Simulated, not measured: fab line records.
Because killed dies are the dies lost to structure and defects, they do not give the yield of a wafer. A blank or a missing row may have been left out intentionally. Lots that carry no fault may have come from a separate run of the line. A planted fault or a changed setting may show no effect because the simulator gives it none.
2 desks, one fault -- flow sfq_line -- each desk holds nothing but its own numbers, with what lay behind them at the end

## DESK OF THE TOOL OWNER: cmp-01
The tool's own readings at SFQ_TRILAYER_I0_CMP_CMP_028 (polishes SiO2): means of the sampled wafers that have a number, for each lot that ran on this tool. A lot is out of limits, marked OUT, if its mean lies more than 4 standard deviations from the usual mean; the brackets give that distance.
Columns: A = head_pressure_psi at SFQ_TRILAYER_I0_CMP_CMP_028, usual 2.999 psi; B = motor_current_A at SFQ_TRILAYER_I0_CMP_CMP_028, usual 10.1 A; C = time_to_endpoint_s at SFQ_TRILAYER_I0_CMP_CMP_028, usual 216 s
lot,first seen here,A,B,C
L989,day 6 18:36,3.001,10.3,217
L993,day 7 11:10,2.993,10.2,223
L994,day 7 17:10,3.000,10.1,215
L996,day 8 03:10,2.992,10.3,223
L997,day 8 17:10,2.996,10.4,225
L998,day 8 20:10,2.999,9.6,216
L102,day 9 17:10,3.001,11.1,204
L105,day 10 11:10,3.003,9.6,216
L106,day 10 15:10,2.999,9.9,210
This desk's finding: nothing out of limits on any of the 9 lots.

## THE METROLOGY DESK
What the gauges read for every lot (on any tool): the sampled wafers with a number, averaged. A lot is out of limits, marked OUT, if its mean lies more than 4 standard deviations from the usual mean; the brackets give that distance.
Columns: A = I0_BOW at SFQ_I0_BOW_MEAS_907, usual 1 um; B = R5_OVL at SFQ_R5_OVL_MEAS_935, usual -4 nm
lot,first seen here,A,B
L988,day 6 19:01,-0,-17
L989,day 6 21:07,-2,1
L990,day 7 00:59,-1,-0
L991,day 7 07:02,6,-1
L993,day 7 14:13,4,2
L994,day 7 20:10,-8,-11
L996,day 8 05:11,-3,-1
L997,day 8 20:11,-1,-3
L998,day 8 23:10,4,-4
L102,day 9 20:12,0,1
L105,day 10 14:11,2,-4
L106,day 10 17:10,-1,-4
L108,day 11 01:19,0,-3
L109,day 11 10:20,-6,2
L110,day 11 16:22,3,1
This desk's finding: nothing out of limits on any of the 15 lots.

## BROUGHT TOGETHER
The desk of the tool owner found nothing out of limits.
From the metrology desk's view, nothing was out of limits.

## WHAT HAD BEEN PUT IN BY THE SIMULATOR
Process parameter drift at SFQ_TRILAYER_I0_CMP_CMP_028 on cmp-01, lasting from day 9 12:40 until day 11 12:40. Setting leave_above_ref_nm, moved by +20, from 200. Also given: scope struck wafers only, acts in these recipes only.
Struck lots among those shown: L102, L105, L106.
